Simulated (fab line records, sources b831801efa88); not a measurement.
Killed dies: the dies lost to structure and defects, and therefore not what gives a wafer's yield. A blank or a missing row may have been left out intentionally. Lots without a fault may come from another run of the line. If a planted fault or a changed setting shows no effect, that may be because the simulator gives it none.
A struck lot beside a sound one ; flow gf180mcu ; 16 out of 602 route steps
Sound: these wafers, L653.1, L653.4, L653.6. Struck: wafer L656.3. (L656.2, L656.5 of the same lot were not struck and are left out.) The cause comes at the end.
Each step with rows lists, per side, the tool, then ch with its chambers, then its first start. Under that, the readings that differ: sound wafers ; struck wafers ; difference of the means ; sigmas: that difference in standard deviations of wafers without a fault.
alike: words and numbers the same on both sides, and readings whose means are apart by under 2 such deviations; not compared: readings that were withheld, readings missing a value for some wafer, numbers with overlapping values and no deviation given by the record, and bounds like >300 which may hide the same value.
The two part at a step that has a row with sigmas, a row that says differs or no value, or rows on one side only. Numbers that have no deviation but don't overlap get no sigmas and don't part them. A reading that every wafer of one side lacks parts them only if that side has two wafers or more.

GF_POLY_GATE_THK_MEAS_01:
  sound: filmMetro-02 at day 8 11:17; struck: filmMetro-03 at day 9 22:04
  alike: POLY_GATE_CVD_00_THK
then, 8 steps without rows for these wafers: GF_POLY_GATE_DEHYDRATE_02 (time 60 s); GF_POLY_GATE_HMDS_03 (prime time 60 s); GF_POLY_GATE_COAT_04; GF_POLY_GATE_COAT_05 (resist thk 700 nm); GF_POLY_GATE_SOFTBAKE_06 (time 60 s); GF_POLY_GATE_EXPOSE_07 (exposes mask Poly2, target cd 280 nm); GF_POLY_GATE_PEB_08 (peb time 90 s); GF_POLY_GATE_DEVELOP_09 (develop time 60 s).
GF_POLY_GATE_CD_MEAS_10 targets a cd of 280 nm.
  sound: cdSem-02 at day 9 04:43; struck: cdSem-02 at day 10 16:08
reading;sound;struck;difference;sigmas
cdNm (nm);279.0 278.6 279.1;282.1;+3.2;+3
GF_POLY_GATE_OVL_MEAS_11:
  sound: overlay-02 at day 9 04:50; struck: overlay-01 at day 10 16:14
  alike: POLY_GATE_OVL
GF_POLY_GATE_ETCH_12: etches BARC in N2/H2.
  sound on rieDiel-02 ch 0,2, day 9 04:52; struck on rieDiel-03 ch 2, day 10 16:16
  alike: drypumpMotorCurrentA, oesProductAu, throttleValvePct
GF_POLY_GATE_ETCH_13: etches poly-Si in HBr/Cl2, stops on SiO2, target depth 198.5 nm, time 69.6 s.
  sound on rieSi-01 ch 1,2,3, day 9 04:55; struck on rieSi-01 ch 2, day 10 16:19
reading;sound;struck;difference;sigmas
runLengthS (s);97.4 98.4 98.3;77.2;-20.8;-46
model.POLY_GATE.featureDepthNm (nm);193.5 194.3 196.3;136.5;-58.2;
model.etch.depthNm (nm);193.5 194.3 196.3;136.5;-58.2;
  alike: drypumpMotorCurrentA, oesProductAu, throttleValvePct
  not compared: rfHoursCounterH
GF_POLY_GATE_STRIP_14: strips in O2/N2.
  sound on plasmaAsher-03 ch 0,1, day 9 04:58; struck on plasmaAsher-01 ch 0, day 10 16:22
reading;sound;struck;difference;sigmas
oesProductAu (a.u.);0.504 0.494 0.499;0.516;+0.017;+4
  alike: drypumpMotorCurrentA, heaterPowerW
  not compared: rfHoursCounterH
then, 1 step without rows for these wafers: GF_POLY_GATE_CLEAN_15 (cleans in SC1/SC2, time 150 s).
-- a jump in the record: the struck wafers' starts before and after are 20 days apart (it breaks off in module POLY_GATE and resumes in module PASSIVATION, where the first step shown is number 602 of the route) --
GF_PASSIVATION_PROBE_99:
  the record has rows for the struck wafers here (prober-02, day 30 12:55) and none for the sound ones

WHERE THEY PART
First at GF_POLY_GATE_CD_MEAS_10; last, within this record, at GF_PASSIVATION_PROBE_99.

WHY: the cause the simulator had injected
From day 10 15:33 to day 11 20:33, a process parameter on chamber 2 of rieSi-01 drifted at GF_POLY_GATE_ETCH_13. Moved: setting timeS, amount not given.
